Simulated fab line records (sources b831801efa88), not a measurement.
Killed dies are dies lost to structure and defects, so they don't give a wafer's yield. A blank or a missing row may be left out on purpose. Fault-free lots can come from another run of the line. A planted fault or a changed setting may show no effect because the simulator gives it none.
A lot that was struck, set against a sound lot | flow sky130 | 30 steps out of a route of 708
Sound: these wafers, L624.1, L624.4, L624.6. Wafers L609.2, L609.4, L609.5 were the ones struck. The cause comes at the end.
Per side, at each step with rows, come the tool, then ch with its chambers, and then its first start. Under that, the readings that differ: sound wafers | struck wafers | difference of the means | sigmas: that difference in standard deviations of wafers without a fault.
alike: same words and numbers on both sides, and readings whose means sit less than 2 such deviations apart. not compared: any withheld reading, any reading some wafer has no value for, any bound like >300 that may hide the same value, and any number with overlapping values for which the record gives no deviation.
The two part at a step that has a row with sigmas, a row that says differs or no value, or rows on one side only. When numbers do not overlap yet have no deviation, they are printed without sigmas and do not part them. A reading that every wafer of one side lacks parts them only if that side has two wafers or more.

SKY_PWDE_STRIP_09: strips in O2/N2.
  sound on plasma-asher-04 ch 0,1, day 7 19:26; struck on plasma-asher-01 ch 1, day 4 06:59
  alike: drypump-motor-current-A, oes-product-au, strip-time-to-endpoint-s
  not compared: rf-hours-counter-h
SKY_PWDE_TW_MEAS_10:
  sound on film-metro-04 at day 7 19:32; struck on film-metro-03 at day 4 07:05
  alike: PWDE_TW
then, 7 steps without rows for these wafers: SKY_NWELL_DEHYDRATE_03 (time 60 s); SKY_NWELL_HMDS_04 (prime time 60 s); SKY_NWELL_COAT_05 (resist thk 3000 nm); SKY_NWELL_SOFTBAKE_06; SKY_NWELL_EXPOSE_07 (exposes mask NWM, target cd 840 nm); SKY_NWELL_PEB_08; SKY_NWELL_DEVELOP_09 (develop time 60 s).
SKY_NWELL_OVL_MEAS_10:
  sound on overlay-02 at day 8 18:55; struck on overlay-02 at day 5 02:57
  alike: NWELL_00_OVL
then, 2 steps without rows for these wafers: SKY_NWELL_IMPLANT_11; SKY_NWELL_IMPLANT_12.
SKY_NWELL_IMPLANT_13:
  sound on implanter-02 ch 0, day 8 19:15; struck on implanter-02 ch 0, day 5 03:37
SKY_NWELL_STRIP_14: strips in O2/N2.
  sound on plasma-asher-04 ch 1, day 8 19:24; struck on plasma-asher-02 ch 0, day 5 03:44
  alike: drypump-motor-current-A, oes-product-au, strip-time-to-endpoint-s
  not compared: rf-hours-counter-h
SKY_NWELL_TW_MEAS_15:
  sound on film-metro-03 at day 8 19:30; struck on film-metro-03 at day 5 03:51
  alike: NWELL_TW
then, 7 steps without rows for these wafers: SKY_NWELL_DEHYDRATE_16 (time 60 s); SKY_NWELL_HMDS_17 (prime time 60 s); SKY_NWELL_COAT_18 (resist thk 3000 nm); SKY_NWELL_SOFTBAKE_19; SKY_NWELL_EXPOSE_20 (exposes mask NWM COMPLEMENT, target cd 840 nm); SKY_NWELL_PEB_21; SKY_NWELL_DEVELOP_22 (develop time 60 s).
SKY_NWELL_OVL_MEAS_23:
  sound on overlay-02 at day 9 19:02; struck on overlay-01 at day 5 23:46
  alike: NWELL_01_OVL
following that, these wafers have no rows for 1 step: SKY_NWELL_IMPLANT_24.
SKY_NWELL_STRIP_25: strips in O2/N2.
  sound on plasma-asher-02 ch 0,1, day 9 19:14; struck on plasma-asher-02 ch 0,1, day 5 23:57
  alike: drypump-motor-current-A, oes-product-au, strip-time-to-endpoint-s
  not compared: rf-hours-counter-h
SKY_NWELL_TW_MEAS_26:
  sound on film-metro-03 at day 9 19:20; struck on film-metro-03 at day 6 00:04
  alike: NWELL_2_TW
then, 1 step without rows for these wafers: SKY_NWELL_CLEAN_27 (cleans in SC1/SC2, time 150 s).
SKY_NWELL_RTA_28: time 30 s.
  sound on rtp-anneal-02 ch 0, day 9 19:26; struck on rtp-anneal-01 ch 0, day 6 00:11
  alike: lamp-power-pct, wafer_temp_C_max
SKY_NWELL_RS_MEAS_29: measures by four-point-probe.
  sound on film-metro-04 at day 9 19:32; struck on film-metro-04 at day 6 00:17
  reading           | sound             | struck            | difference | sigmas
  NWELL_RS (ohm/sq) | 628.5 627.9 626.4 | 607.5 608.4 608.5 | -19.5      | -11
-- the record jumps here: 41 days lie between the struck wafers' starts before and after (it left off in module NWELL and takes up again in module PAD_OPEN, whose first step shown is number 708 of the route) --
SKY_PAD_OPEN_PROBE_99:
  sound on prober-02 at day 50 07:30; struck on prober-01 at day 47 02:05
  reading                                | sound                        | struck                        | difference | sigmas
  model.etest.pfet_16v.r-on-ohm-um       | 1.536e+04 1.551e+04 1.56e+04 | 1.588e+04 1.561e+04 1.567e+04 | +2.300e+02 |
  model.etest.pfet-g5v0d10v5.r-on-ohm-um | 4850 4922 4839               | 5193 5257 5185                | +341       |
  model.etest.tip-p.rs-ohm-sq            | 6793 6859 6853               | 6966 7028 7015                | +168       |
  model.etest.tip_p_5v.rs-ohm-sq         | 2894 2881 2907               | 3000 3000 2982                | +100       |
  model.etest.pfet-g5v0d10v5.drive-ua-um | 332.9 324.9 333.6            | 305 303.4 307.8               | -25        |
  model.etest.pfet_01v8_lvt.drive-ua-um  | 170.9 167.5 169.4            | 149.5 149 150.6               | -19.6      |
  alike: killed_at_M0_to_M3, killed_at_M4_up, killed-at-contacts, killed-at-front-end, killed-at-other, killed-dies, killed-open, killed-short
  not compared: model.etest.nfet_16v.r-on-ohm-um, model.etest.pfet_01v8.r-on-ohm-um

WHERE THEY PART
At SKY_NWELL_RS_MEAS_29 and nowhere else, as far as this record goes. Later steps at which nothing parts them and some readings are alike: SKY_PAD_OPEN_PROBE_99.

WHY: what the simulator had put in
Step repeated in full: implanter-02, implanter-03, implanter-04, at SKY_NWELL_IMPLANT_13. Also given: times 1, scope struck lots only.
